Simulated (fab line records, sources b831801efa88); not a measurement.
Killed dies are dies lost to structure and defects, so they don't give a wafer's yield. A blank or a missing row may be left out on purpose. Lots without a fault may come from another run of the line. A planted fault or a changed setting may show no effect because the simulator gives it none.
Which tool did it? | flow gf180mcu | 15 lots, 45 wafers sampled, at 5 steps of a route of 602

WHAT THE GAUGES READ, wafer by wafer
GF_POLY_GATE_CD_MEAS_10: target cd 280 nm.
lot  | measured     | on        | cd_nm (nm)
L143 | day 9 17:06  | cd_sem-01 | 278.6 279.3 278.9
L144 | day 9 19:18  | cd_sem-01 | 278.1 278.5 277.9
L145 | day 10 04:55 | cd_sem-01 | 282.1 280.8 281.3
L149 | day 11 06:44 | cd_sem-02 | 278.6 278.6 279.4
L152 | day 12 00:53 | cd_sem-02 | 282.4 281.1 281.1
L153 | day 12 01:14 | cd_sem-02 | 280.2 280.4 279.5
L154 | day 12 12:23 | cd_sem-01 | 279.5 279.3 279.4
L157 | day 13 05:06 | cd_sem-01 | 280.4 279.9 280.0
L158 | day 13 18:50 | cd_sem-01 | 281.6 280.6 281.7
L159 | day 14 01:26 | cd_sem-01 | 280.4 280.2 278.8
L160 | day 14 09:11 | cd_sem-01 | 280.2 281.3 279.7
L162 | day 14 23:55 | cd_sem-02 | 279.9 279.1 280.8
L164 | day 15 08:04 | cd_sem-01 | 279.1 279.0 279.1
L165 | day 15 14:37 | cd_sem-02 | 278.8 278.2 277.5
L166 | day 16 01:54 | cd_sem-01 | 279.0 278.5 279.5

GF_HV_LDD_TW_MEAS_50.
lot  | measured     | on            | HV_LDD_4_TW
L143 | day 12 21:47 | film_metro-01 | 569 571 566
L144 | day 13 00:50 | film_metro-03 | 564 567 565
L145 | day 13 11:09 | film_metro-03 | 568 567 567
L149 | day 14 14:08 | film_metro-03 | 570 568 569
L152 | day 15 11:31 | film_metro-01 | 30 30 30
L153 | day 15 11:43 | film_metro-02 | 30 30 30
L154 | day 16 03:52 | film_metro-01 | 29 29 30
L157 | day 16 20:59 | film_metro-01 | 560 565 565
L158 | day 17 12:05 | film_metro-02 | 576 577 572
L159 | day 17 19:16 | film_metro-02 | 578 573 571
L160 | day 18 02:48 | film_metro-02 | 572 572 573
L162 | day 19 01:08 | film_metro-03 | 571 569 567
L164 | day 19 08:40 | film_metro-01 | 568 568 569
L165 | day 19 15:23 | film_metro-01 | 567 567 569
L166 | day 20 02:29 | film_metro-01 | 567 567 565

GF_HV_LDD_THK_MEAS_57.
lot  | measured     | on            | HV_LDD_CVD_56_THK (nm)
L143 | day 13 02:35 | film_metro-03 | 90.4 90.8 90.9
L144 | day 13 04:50 | film_metro-02 | 90.0 89.4 89.7
L145 | day 13 15:11 | film_metro-01 | 90.3 88.8 89.6
L149 | day 14 16:57 | film_metro-03 | 91.6 90.9 89.9
L152 | day 15 14:20 | film_metro-02 | 88.8 89.5 89.1
L153 | day 15 16:00 | film_metro-03 | 89.5 89.1 89.6
L154 | day 16 06:41 | film_metro-03 | 89.2 90.4 90.2
L157 | day 17 01:21 | film_metro-01 | 89.5 90.1 90.6
L158 | day 17 14:54 | film_metro-02 | 89.2 89.1 88.7
L159 | day 17 22:05 | film_metro-02 | 90.5 89.3 89.2
L160 | day 18 06:53 | film_metro-03 | 90.9 91.5 90.6
L162 | day 19 03:56 | film_metro-03 | 89.9 89.4 89.2
L164 | day 19 11:28 | film_metro-01 | 90.3 90.1 89.9
L165 | day 19 18:55 | film_metro-03 | 89.6 90.1 90.2
L166 | day 20 06:00 | film_metro-02 | 90.8 90.1 90.3

WHICH TOOL RAN EACH LOT (tool, then ch and the chambers of the sampled wafers, then the start)
lot  | GF_HV_LDD_STRIP_10                   | GF_HV_LDD_IMPLANT_48
L143 | plasma_asher-04 ch 0,1, day 10 13:10 | implanter-02 ch 0, day 12 21:32
L144 | plasma_asher-04 ch 0,1, day 10 14:07 | implanter-03 ch 0, day 13 00:35
L145 | plasma_asher-02 ch 0,1, day 11 01:13 | implanter-03 ch 0, day 13 10:55
L149 | plasma_asher-02 ch 0,1, day 12 02:46 | implanter-03 ch 0, day 14 13:56
L152 | plasma_asher-04 ch 0, day 12 22:25   | implanter-02, day 15 11:17
L153 | plasma_asher-03 ch 0,1, day 12 23:17 | implanter-03, day 15 11:28
L154 | plasma_asher-04 ch 0,1, day 13 13:10 | implanter-03, day 16 03:38
L157 | plasma_asher-03 ch 0,1, day 14 05:37 | implanter-03 ch 0, day 16 20:46
L158 | plasma_asher-02 ch 0,1, day 14 17:58 | implanter-02 ch 0, day 17 11:50
L159 | plasma_asher-03 ch 0,1, day 15 00:53 | implanter-03 ch 0, day 17 19:01
L160 | plasma_asher-03 ch 0,1, day 15 08:07 | implanter-04 ch 0, day 18 02:35
L162 | plasma_asher-03 ch 0,1, day 16 03:05 | implanter-04 ch 0, day 19 00:53
L164 | plasma_asher-03 ch 0,1, day 16 08:50 | implanter-02 ch 0, day 19 08:25
L165 | plasma_asher-03 ch 0,1, day 16 15:59 | implanter-04 ch 0, day 19 15:08
L166 | plasma_asher-03 ch 1, day 17 02:19   | implanter-03 ch 0, day 20 02:14
- GF_HV_LDD_STRIP_10: strips in O2/N2.
- GF_HV_LDD_IMPLANT_48

WHAT THE TOOLS THEMSELVES READ (means of the sampled wafers that have a number; where no wafer has one, the mark that the record gives instead)
GF_HV_LDD_STRIP_10.
lot  | tool            | drypump_motor_current_A (A) | heater_power_w (W) | oes_product_au (a.u.) | strip_time_to_endpoint_s (s)
L143 | plasma_asher-04 | 5.9                         | 352                | 0.714                 | 12.60
L144 | plasma_asher-04 | 5.8                         | 346                | 0.716                 | 12.61
L145 | plasma_asher-02 | 5.5                         | 321                | 0.717                 | 12.58
L149 | plasma_asher-02 | 5.5                         | 333                | 0.724                 | 12.63
L152 | plasma_asher-04 | 5.7                         | 354                | 0.718                 | 12.64
L153 | plasma_asher-03 | 6.0                         | 321                | 0.715                 | 12.60
L154 | plasma_asher-04 | 5.8                         | 342                | 0.716                 | 12.68
L157 | plasma_asher-03 | 5.4                         | 344                | 0.716                 | 12.65
L158 | plasma_asher-02 | 5.5                         | 325                | 0.716                 | 12.69
L159 | plasma_asher-03 | 6.0                         | 325                | 0.717                 | 12.65
L160 | plasma_asher-03 | 5.4                         | 338                | 0.714                 | 12.61
L162 | plasma_asher-03 | 5.4                         | 338                | 0.715                 | 12.66
L164 | plasma_asher-03 | 6.0                         | 321                | 0.718                 | 12.63
L165 | plasma_asher-03 | 6.0                         | 322                | 0.718                 | 12.63
L166 | plasma_asher-03 | 4.9                         | 356                | 0.715                 | 12.59

GF_HV_LDD_IMPLANT_48.
lot  | tool         | beam_energy_keV | beam_on_s (s)
L143 | implanter-02 | 25.002          | 10.08
L144 | implanter-03 | 25.003          | 10.04
L145 | implanter-03 | 25.004          | 9.93
L149 | implanter-03 | 25.001          | 10.08
L152 | implanter-02 | -               | -
L153 | implanter-03 | -               | -
L154 | implanter-03 | -               | -
L157 | implanter-03 | 24.992          | 10.04
L158 | implanter-02 | 24.997          | 9.99
L159 | implanter-03 | 24.995          | 9.99
L160 | implanter-04 | 25.017          | 9.99
L162 | implanter-04 | 25.001          | 10.10
L164 | implanter-02 | 25.007          | 9.93
L165 | implanter-04 | 25.011          | 10.25
L166 | implanter-03 | 25.003          | 10.01

THE ANSWER, worked out from the rows above alone
Rule: what is usual is taken from the lots themselves. Put in order of their means at a reading, lots are off if they are a third of the lots or fewer, leave a main group of 4 or more, and stand apart from it by a gap of 3 or more times the standard deviation of the main group's means; of several such gaps the widest counts. A main group whose means are all the same, to the digits that the tables above print for the reading, isn't used. A lot without any number at a reading at which 4 lots or more have one is off too. The other lots that the step has rows for count as sound. The gauges are gone through in route order, then the tools' own readings, and for those a lot's mean is taken as printed above. The first step at which some lot is off is used, and at that step the reading that is off furthest; a lot without a number counts as furthest.
Off: L152, L153, L154, at GF_HV_LDD_TW_MEAS_50 (HV_LDD_4_TW). The main group: mean 569, standard deviation 3.3.
A tool fits if, at a process step before that reading, it ran every lot that is off, and no sound lot after the first of them. The gauges at GF_HV_LDD_TW_MEAS_50 aren't tried: what is off there is off at GF_HV_LDD_IMPLANT_48 too, on other tools, and a gauge's error can't cause that. None of those tried fits.

WHAT THE SIMULATOR HAD PUT IN
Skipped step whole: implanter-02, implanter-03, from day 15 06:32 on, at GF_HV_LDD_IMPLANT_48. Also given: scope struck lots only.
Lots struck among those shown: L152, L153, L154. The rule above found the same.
